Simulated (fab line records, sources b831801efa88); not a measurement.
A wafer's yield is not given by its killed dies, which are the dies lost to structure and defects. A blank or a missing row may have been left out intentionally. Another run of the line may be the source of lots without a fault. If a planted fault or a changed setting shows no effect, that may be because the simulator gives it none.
Which tool did it? | flow sky130 | 6 lots, 18 wafers sampled, at 3 steps of a route of 708

WHAT THE GAUGES SHOWED, per wafer
SKY_PASSIVATION_THK_MEAS_03.
lot  | measured     | on            | PASSIVATION_CVD_02_THK (nm)
L174 | day 44 13:47 | film_metro-04 | 530 533 547
L180 | day 46 06:42 | film_metro-04 | 540 531 532
L188 | day 48 02:29 | film_metro-02 | 542 534 533
L191 | day 48 17:43 | film_metro-02 | 620 631 631
L192 | day 49 07:18 | film_metro-02 | 622 633 630
L194 | day 49 14:45 | film_metro-01 | 545 543 553

WHICH TOOL RAN EACH LOT (tool, then ch and the chambers of the sampled wafers, then the start)
lot  | SKY_VIA3_STRIP_16                    | SKY_PASSIVATION_CVD_02
L174 | plasma_asher-04 ch 0,1, day 40 10:23 | pecvd-02 ch 0,1,2, day 44 13:33
L180 | plasma_asher-03 ch 0,1, day 42 09:20 | pecvd-02 ch 0,1,2, day 46 06:29
L188 | plasma_asher-03 ch 0,1, day 44 10:50 | pecvd-03 ch 0,1,2, day 48 02:16
L191 | plasma_asher-04 ch 0,1, day 45 02:47 | pecvd-02 ch 1,2, day 48 17:29
L192 | plasma_asher-04 ch 1, day 45 19:05   | pecvd-02 ch 1,2, day 49 07:04
L194 | plasma_asher-02 ch 0,1, day 46 01:59 | pecvd-03 ch 0,1, day 49 14:32
- SKY_VIA3_STRIP_16: strips in O2/N2.
- SKY_PASSIVATION_CVD_02: deposits Si3N4, target thk 540 nm.

THE ANSWER, worked out from the rows above alone
Rule: the lots themselves supply what counts as usual. The widest of any qualifying gaps counts: lots, ordered by their means at a reading, are off when they make up no more than a third of the lots, leave a main group of 4 or more, and stand apart from it by 3 or more times the standard deviation of that group's means. Not used: any main group whose means are identical at the precision the tables above print for the reading. A lot without any number at a reading at which 4 lots or more have one is off too. Any other lot the step has rows for is counted as sound.
Off: L191, L192, seen at SKY_PASSIVATION_THK_MEAS_03 (PASSIVATION_CVD_02_THK). Mean 539 nm and standard deviation 4.9 in the main group.
A tool fits if, at a process step before that reading, it ran every lot that is off, and no sound lot after the first of them. Those tools and the gauges at SKY_PASSIVATION_THK_MEAS_03 are tried in the same way. Can't be told from this: 3 tools fit, plasma_asher-04 at SKY_VIA3_STRIP_16, pecvd-02 at SKY_PASSIVATION_CVD_02, film_metro-02 at SKY_PASSIVATION_THK_MEAS_03.

WHAT HAD BEEN PUT IN BY THE SIMULATOR
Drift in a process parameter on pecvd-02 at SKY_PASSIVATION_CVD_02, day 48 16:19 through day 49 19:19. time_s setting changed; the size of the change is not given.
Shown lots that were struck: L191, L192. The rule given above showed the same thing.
